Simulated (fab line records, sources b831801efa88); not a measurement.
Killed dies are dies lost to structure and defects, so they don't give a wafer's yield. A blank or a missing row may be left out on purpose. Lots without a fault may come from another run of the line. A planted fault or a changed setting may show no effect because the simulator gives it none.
Problem report in the 8D (eight disciplines) form, filled by code | flow sky130 | the parts of the form that need people (team, actions taken, sign-off) are left out

1. THE PROBLEM
cd_nm at SKY_METAL4_CD_MEAS_13 reads a mean of 212.0 nm on 4 wafers of 2 lots; wafers without a fault read 301.0 nm with a standard deviation of 1.4. That is -64 standard deviations from the usual mean.
The step: target cd 300 nm.
First seen on wafer L882.2, day 45 08:55, on cd_sem-02. The record holds 36 wafers of 12 lots with a number at this step. Rule for "out", or "out of limits": more than 4 standard deviations from the usual mean. The other wafers with a number count as sound.

2. WHAT IT IS AND WHAT IT IS NOT
question                    | is                             | is not
which readings at this step | cd_nm                          | -
which lots                  | L882, L888                     | L869, L870, L871, L873, L874, L877, L880, L881, L883, L892
which wafers of those lots  | L882.2, L882.3, L888.2, L888.3 | L882.5, L888.5
read on which gauges        | cd_sem-02                      | cd_sem-01
when                        | from day 45 08:55              | up to then (25 sound wafers); but 7 sound wafers of L883, L888, L892 came after

3. SUSPECTS, AND WHAT RULES EACH OUT
Counting: a tool at a process step up to the reading stays a suspect if it ran every lot that is out. Sound lots after the first of them don't rule it out here, since some wafers of a struck lot are sound.
- the gauge at SKY_METAL4_CD_MEAS_13: ruled out. All the wafers that are out were read on cd_sem-02, but those of them that SKY_PAD_OPEN_PROBE_99 has rows for are out there too, on other tools.
- krf_scanner-02 at SKY_METAL4_EXPOSE_10 (exposes mask MM4, target cd 300 nm): kept. It ran every lot that is out, first L882 (day 44 22:08); its last sound lot up to then is L881 (day 44 20:58).
Left after counting: krf_scanner-02 at SKY_METAL4_EXPOSE_10.

4. THE CAUSE (what the simulator had put in)
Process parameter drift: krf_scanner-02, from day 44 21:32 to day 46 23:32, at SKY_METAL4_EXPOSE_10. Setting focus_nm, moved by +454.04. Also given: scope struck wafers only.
Counting left only this tool.

5. THE CHAIN OF EFFECTS, in route order
Each row: a reading whose mean over the struck wafers that have a number lies more than 3 standard deviations from the usual. Only readings for which the record gives a usual standard deviation are gone through. hours: the time from each lot's start at the first step in this table that gives one to its start at this step, as a median over the lots. sigmas: the change in usual standard deviations.
hours | step                  | reading              | usual    | on struck wafers | change | sigmas
0     | SKY_METAL4_CD_MEAS_13 | cd_nm                | 301.0 nm | 212.0            | -89.0  | -64
82    | SKY_PAD_OPEN_PROBE_99 | defect_limited_yield | 82.7 %   | 0.1              | -82.6  | -41
82    | SKY_PAD_OPEN_PROBE_99 | killed_at_M4_up      | 3.1      | 415.5            | +412.4 | +99 or more
82    | SKY_PAD_OPEN_PROBE_99 | killed_dies          | 85       | 492              | +406   | +41
82    | SKY_PAD_OPEN_PROBE_99 | killed_on_rim        | 17       | 96               | +78    | +19
82    | SKY_PAD_OPEN_PROBE_99 | sort_bin_5_function  | 10.1 %   | 92.8             | +82.7  | +55
82    | SKY_PAD_OPEN_PROBE_99 | sort_n_pass          | 407      | 0                | -406   | -41
82    | SKY_PAD_OPEN_PROBE_99 | sort_yield_pct       | 82.7 %   | 0.1              | -82.6  | -41
The process steps in it:
- SKY_PAD_OPEN_PROBE_99

6. WHAT WOULD HAVE CAUGHT IT SOONER
In this record the first reading out of limits at a measuring or inspecting step was taken at day 45 08:55, 11 hours after the fault began at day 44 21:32.
Of the tool readings at SKY_METAL4_EXPOSE_10 for which the record gives a usual standard deviation, none was out on any struck wafer, so an alarm limit of 4 standard deviations on them would not have fired.
Of the lots that are out (2), L888 began SKY_METAL4_EXPOSE_10 on krf_scanner-02 after day 45 08:55. A hold on the tool at that time would have spared it.
